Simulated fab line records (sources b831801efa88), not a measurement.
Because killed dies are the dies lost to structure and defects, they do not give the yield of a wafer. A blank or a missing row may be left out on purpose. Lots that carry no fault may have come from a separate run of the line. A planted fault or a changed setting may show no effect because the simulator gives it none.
Problem report, 8D (eight disciplines) form, completed by code :: flow gf180mcu :: the parts of the form that need people (team, actions taken, sign-off) are left out

1. PROBLEM STATEMENT
prime temp c at GF_HV_LDD_HMDS_13 reads a mean of 116.93 C on 6 wafers of 2 lots; wafers without a fault read 120.01 C with a standard deviation of 0.13. Relative to the usual mean, that is a shift of -24 standard deviations.
The step: prime time 60 s.
First seen on wafer L392.1, day 12 14:05, on litho track-04. The record has a number at this step for 42 wafers belonging to 14 lots. The rule behind "out" and "out of limits": a value lying over 4 standard deviations away from the usual mean. All remaining wafers that have a number are taken as sound.

2. WHAT IT IS, AND WHAT IT ISN'T
question: which readings at this step
is: prime temp c
is not: chill plate temp C

question: which lots
is: L392, L393
is not: L386, L390, L397, L400, L401, L402, L403, L404, L405, L406, L407, L408

question: which wafers of those lots
is: all that have a number
is not: -

question: read on which tools
is: litho track-04
is not: litho track-01, litho track-02

question: when
is: from day 12 14:05
is not: up to then (6 sound wafers); but 30 sound wafers of L397, L400, L401, L402, L403, L404, L405, L406, L407, L408 came after

3. SUSPECTS, AND WHAT RULES EACH OUT
Counting: a tool stays on the suspect list if, at a process step up to the reading, it processed all lots that are out and no sound lot following the first of them.
- litho track-04 at GF_HV_LDD_HMDS_13 (prime time 60 s): ruled out as a lasting fault. Following L392 (day 12 14:05), the first lot on it that is out, the sound lots L401, L406, L407 were run on it.
Left after counting: nothing in the record.

4. THE CAUSE (what the simulator had put in)
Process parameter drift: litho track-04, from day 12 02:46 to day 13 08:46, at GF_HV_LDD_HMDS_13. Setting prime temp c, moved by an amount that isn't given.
Counting ruled it out, wrongly.

5. SEQUENCE OF EFFECTS, ordered by route
One row per reading whose mean, taken over the struck wafers that have a number, lies over 3 standard deviations from the usual. Only readings whose record carries a usual standard deviation are examined. hours: median over the lots of the time between each lot's start at the first step of this table that gives one and its start at this step. sigmas: the change, counted in usual standard deviations.
hours: 0
step: GF_HV_LDD_HMDS_13
reading: prime temp c
usual: 120.01 C
on struck wafers: 116.93
change: -3.08
sigmas: -24
Process steps it contains:
- GF_HV_LDD_HMDS_13: prime time 60 s.
Later steps that measure or inspect, where all struck wafers having a row at the step show a number for every such reading and not one has moved that far: GF_SALICIDE_THK_MEAS_05.

6. HOW IT WOULD HAVE BEEN CAUGHT EARLIER
The fault began at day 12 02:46; the first out-of-limits reading in this record came at day 12 14:05, 11 hours later.
